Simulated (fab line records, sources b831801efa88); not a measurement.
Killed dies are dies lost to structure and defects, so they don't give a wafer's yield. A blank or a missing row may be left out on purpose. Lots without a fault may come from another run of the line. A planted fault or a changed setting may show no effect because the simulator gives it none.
A struck lot beside a sound one | flow sky130 | 16 steps out of a route of 708
Sound: wafers L173.3, L173.5, L173.6. Struck: wafers L183.2, L183.5, L183.6. The cause comes at the end.
At each step with rows: each side's tool, then ch and its chambers, then its first start. Under that, the readings that differ: sound wafers | struck wafers | difference of the means | sigmas: that difference in standard deviations of wafers without a fault.
alike: readings whose means differ by less than 2 such deviations, and words and numbers that are the same on both sides. not compared: withheld readings, readings that some wafer has no value for, bounds like >300 that may hide the same value, and numbers for which the record gives no deviation and whose values overlap.
The two part at a step that has a row with sigmas, a row that says differs or no value, or rows on one side only. Numbers that don't overlap but have no deviation are shown without sigmas and don't part them. A reading that every wafer of one side lacks parts them only if that side has two wafers or more.

SKY_VIA2_CMP_02: polishes SiO2.
  sound on cmp-01 ch 0,3, day 36 03:19; struck on cmp-02 ch 0,2,3, day 39 04:33
  alike: motor_current_A, slurry_flow_ml_min
SKY_VIA2_BOW_MEAS_03:
  sound on film_metro-04, day 36 03:36; struck on film_metro-04, day 39 04:43
  alike: VIA2_BOW
then, 8 steps without rows for these wafers: SKY_VIA2_DEHYDRATE_04 (time 60 s); SKY_VIA2_HMDS_05 (prime time 60 s); SKY_VIA2_COAT_06 (resist thk 60 nm); SKY_VIA2_COAT_07 (resist thk 450 nm); SKY_VIA2_SOFTBAKE_08 (time 90 s); SKY_VIA2_EXPOSE_09 (exposes mask VIM2, target cd 200 nm); SKY_VIA2_PEB_10; SKY_VIA2_DEVELOP_11 (develop time 60 s).
SKY_VIA2_CD_MEAS_12: target cd 200 nm.
  sound on cd_sem-01, day 37 06:11; struck on cd_sem-02, day 40 05:20
  alike: cd_nm
SKY_VIA2_OVL_MEAS_13:
  sound on overlay-02, day 37 06:17; struck on overlay-02, day 40 05:26
  alike: VIA2_OVL
SKY_VIA2_ETCH_14: etches BARC in N2/H2, stops on SiO2, time 45.9 s, target depth 60 nm.
  sound on rie_diel-03 ch 1,2, day 37 06:18; struck on rie_diel-04 ch 0,1,2, day 40 05:28
  reading                                     | sound             | struck            | difference | sigmas
  drypump_motor_current_A (A)                 | 4.6 5.6 4.6       | 5.7 6.5 5.7       | +1.0       | +3
  oes_product_au (a.u.)                       | 0.855 0.861 0.848 | 1.013 0.993 0.988 | +0.143     | +30
  run_length_s (s)                            | 74.2 74.4 74.0    | 47.4 48.0 47.0    | -26.7      | -72
  model.etch.depth_nm (nm)                    | 60.16 60.16 59.96 | 32.21 31.45 31.25 | -28.46     |
  model.KrF-thick_of_VIA2_COAT_07.thk_nm (nm) | 391.6 392.5 393.1 | 415.1 416.5 418   | +24.1      |
  model.VIA2.cd_nm (nm)                       | 199.5 200.2 198.7 | 196.6 196.1 195.7 | -3.3       |
  alike: h2_flow_sccm, throttle_valve_pct
  not compared: rf_hours_counter_h
SKY_VIA2_ETCH_15: etches SiO2 in C4F8/O2/Ar, stops on TiN, target depth 546 nm, time 84 s.
  sound on rie_diel-03 ch 1,2, day 37 06:20; struck on rie_diel-04 ch 0,1,2, day 40 05:31
  reading                                     | sound             | struck            | difference | sigmas
  oes_product_au (a.u.)                       | 0.942 0.941 0.940 | 0.378 0.372 0.374 | -0.566     | -99 or more
  run_length_s (s)                            | 112.2 112.3 111.9 | 113.0 113.0 113.2 | +0.9       | +2
  model.KrF-thick_of_VIA2_COAT_07.thk_nm (nm) | 281.8 283.6 284   | 305.1 308.2 310.8 | +24.9      |
  not compared: rf_hours_counter_h, model.VIA2.cd_nm
SKY_VIA2_STRIP_16: strips in O2/N2.
  sound on plasma_asher-02 ch 0,1, day 37 06:26; struck on plasma_asher-04 ch 0,1, day 40 05:34
  reading                      | sound             | struck            | difference | sigmas
  oes_product_au (a.u.)        | 0.396 0.397 0.398 | 0.410 0.416 0.411 | +0.015     | +4
  strip_time_to_endpoint_s (s) | 4.047 4.069 4.052 | 4.288 4.304 4.338 | +0.254     | +10
  alike: drypump_motor_current_A
  not compared: rf_hours_counter_h
then, 1 step without rows for these wafers: SKY_VIA2_STRIP_17 (strips in post etch residue remover, time 1200 s).

WHERE THEY PART
First at SKY_VIA2_ETCH_14; last, within this record, at SKY_VIA2_STRIP_16.

WHY: what the simulator had put in
Process parameter drift: rie_diel-04, from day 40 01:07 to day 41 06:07, at SKY_VIA2_ETCH_14. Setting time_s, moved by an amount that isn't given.
